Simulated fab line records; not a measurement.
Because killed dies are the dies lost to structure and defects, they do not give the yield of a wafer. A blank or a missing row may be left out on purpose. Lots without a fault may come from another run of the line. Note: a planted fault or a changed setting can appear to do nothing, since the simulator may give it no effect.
Matching of chambers | flow sky130 | cmp-02 running SKY_VIA3_CMP_24: 4 sister chambers
The step polishes, stops on SiO2, t overpolish 20 s, target thk 0 nm. 36 wafers are shown with their chamber, then 12 later ones without.

WAFERS WITH THEIR CHAMBER
wafer  | chamber | motorCurrentA (A) | timeToEndpointS (s) | overpolishRunS (s)
L074.2 | 2       | 10.6              | 96.4                | 20.007
L074.4 | 0       | 8.4               | 94.9                | 19.998
L074.5 | 1       | 11.9              | 102.0               | 19.987
L075.1 | 1       | 11.4              | 96.6                | 20.003
L075.4 | 3       | 10.6              | 95.8                | 20.010
L075.5 | 2       | 10.5              | 94.0                | 19.994
L076.3 | 1       | 11.3              | 93.6                | 20.010
L076.4 | 3       | 10.9              | 95.7                | 19.996
L076.6 | 1       | 11.9              | 91.8                | 19.989
L077.1 | 2       | 10.7              | 92.5                | 19.998
L077.2 | 1       | 11.8              | 93.5                | 19.984
L077.4 | 3       | 10.6              | 95.6                | 20.011
L079.1 | 3       | 10.9              | 101.1               | 20.003
L079.4 | 0       | 8.6               | 92.5                | 19.993
L079.5 | 3       | 10.6              | 97.1                | 19.997
L082.1 | 3       | 10.7              | 98.5                | 19.993
L082.3 | 0       | 8.3               | 91.7                | 20.010
L082.6 | 3       | 11.0              | 94.2                | 20.000
L083.1 | 2       | 10.8              | 95.2                | 20.004
L083.2 | 1       | 12.0              | 95.1                | 19.995
L083.3 | 0       | 8.6               | 95.4                | 20.001
L084.1 | 2       | 10.5              | 93.5                | 20.008
L084.2 | 1       | 11.8              | 93.9                | 20.007
L084.6 | 1       | 11.8              | 96.5                | 20.000
L087.2 | 1       | 11.3              | 96.8                | 20.000
L087.3 | 0       | 8.6               | 94.7                | 19.992
L087.5 | 1       | 11.9              | 95.5                | 20.002
L088.1 | 3       | 10.4              | 97.5                | 20.007
L088.4 | 2       | 10.6              | 95.7                | 19.984
L088.5 | 0       | 8.8               | 93.6                | 20.010
L089.1 | 1       | 11.4              | 97.1                | 19.994
L089.5 | 0       | 8.0               | 92.9                | 19.994
L089.6 | 3       | 10.9              | 94.9                | 20.018
L090.2 | 3       | 10.3              | 96.2                | 20.001
L090.4 | 1       | 12.0              | 92.6                | 19.989
L090.6 | 2       | 9.9               | 95.6                | 20.007

SIGNATURES (averages over the wafers above)
reading         | chamber 0 | chamber 1 | chamber 2 | chamber 3 | scatter within a chamber
motorCurrentA   | 8.471     | 11.708    | 10.514    | 10.690    | 0.265
timeToEndpointS | 93.671    | 95.417    | 94.700    | 96.660    | 2.09
overpolishRunS  | 19.99971  | 19.99667  | 20.00029  | 20.00360  | 0.00816
Rule: a wafer's distance from a chamber is the root of the sum, over the readings, of the square of ((its reading less the chamber's mean) divided by the reading's scatter). If the next closest chamber is less than 2 further off than the closest, the wafer can't be placed; otherwise it belongs to the closest. How the scatter is found: for the shown wafers, subtract from each reading the mean of its chamber, square and add these, divide the total by (wafers less chambers), then take the root.

WAFERS WITHOUT THEIR CHAMBER
wafer  | motorCurrentA (A) | timeToEndpointS (s) | overpolishRunS (s)
L091.1 | 8.3               | 94.1                | 19.996
L091.5 | 10.0              | 96.6                | 19.998
L091.6 | 9.2               | 96.2                | 19.990
L094.1 | 12.4              | 99.0                | 20.009
L094.3 | 10.0              | 102.7               | 20.006
L094.6 | 11.7              | 95.8                | 19.992
L095.1 | 10.6              | 96.5                | 20.010
L095.4 | 8.7               | 92.4                | 19.993
L095.5 | 9.7               | 93.4                | 20.002
L097.1 | 8.9               | 94.7                | 19.990
L097.3 | 11.8              | 95.6                | 19.993
L097.5 | 10.5              | 95.3                | 19.988

THE CHAMBER EACH PASSED THROUGH
wafer  | from the rows above          | in truth
L091.1 | 0                            | 0
L091.5 | can't be placed: 2 or 3      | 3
L091.6 | can't be placed: 0 or 2      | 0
L094.1 | 1                            | 1
L094.3 | can't be placed: 3 or 2      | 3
L094.6 | 1                            | 1
L095.1 | can't be placed: 3 or 2      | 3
L095.4 | 0                            | 0
L095.5 | can't be placed: 2 or 3 or 0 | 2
L097.1 | 0                            | 0
L097.3 | 1                            | 1
L097.5 | can't be placed: 2 or 3      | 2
Correct placement for 6 of the 12. These rows do not allow placing 6 (true chamber among the candidates in 6). 0 placed wrongly.
